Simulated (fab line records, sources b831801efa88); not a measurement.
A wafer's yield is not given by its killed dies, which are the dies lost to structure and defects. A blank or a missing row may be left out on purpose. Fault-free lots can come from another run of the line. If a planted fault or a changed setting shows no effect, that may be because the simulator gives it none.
A single fault, viewed from 2 desks ; flow gf180mcu ; only its own numbers are on each desk; what lay behind them is given at the end

== DESK OF THE TOOL OWNER: plasma asher-04 ==
The tool's own readings at GF_NSD_STRIP_11 (strips in O2/N2): means of the sampled wafers that have a number, for each lot that ran on this tool. Marked OUT: a lot whose mean sits more than 4 standard deviations from the usual mean, which makes it out of limits; the brackets give that distance.
Columns: A = drypump motor current A at GF_NSD_STRIP_11, usual 6.1 A; B = heater power w at GF_NSD_STRIP_11, usual 340 W; C = oes product au at GF_NSD_STRIP_11, usual 0.487 a.u.; D = strip time to endpoint s at GF_NSD_STRIP_11, usual 22.97 s
lot;first seen here;A;B;C;D
L543;day 15 03:57;6.0;354;0.486;22.96
L545;day 16 01:43;6.0;349;0.489;22.95
L546;day 16 04:53;6.0;354;0.484;22.95
L547;day 16 18:35;6.0;352;0.489;23.03
L555;day 19 10:56;5.7;344;0.486;22.93
L556;day 19 23:03;6.0;351;0.488;22.96
Result from this desk: across the 6 lots, nothing is out of limits.

== AT THE METROLOGY DESK ==
What the gauges read for every lot (on any tool): the sampled wafers with a number, averaged. Marked OUT: a lot whose mean sits more than 4 standard deviations from the usual mean, which makes it out of limits; the brackets give that distance.
Columns: A = cd nm at GF_M5_CD_MEAS_07, usual 280.2 nm
lot;first seen here;A
L537;day 26 06:49;279.2
L538;day 26 12:38;279.7
L543;day 28 01:57;280.8
L545;day 28 21:59;281.1
L546;day 29 00:15;280.2
L547;day 29 09:59;282.4
L548;day 29 16:20;280.6
L549;day 30 00:14;281.0
L552;day 30 17:59;277.5
L553;day 30 20:26;280.2
L554;day 31 08:20;279.1
L555;day 31 11:25;279.7
L556;day 31 19:43;279.0
Result from this desk: across the 13 lots, nothing is out of limits.

== ALL TOGETHER ==
The desk of the tool owner found nothing out of limits.
The metrology desk saw nothing out of limits.

== WHAT THE SIMULATOR HAD INSERTED ==
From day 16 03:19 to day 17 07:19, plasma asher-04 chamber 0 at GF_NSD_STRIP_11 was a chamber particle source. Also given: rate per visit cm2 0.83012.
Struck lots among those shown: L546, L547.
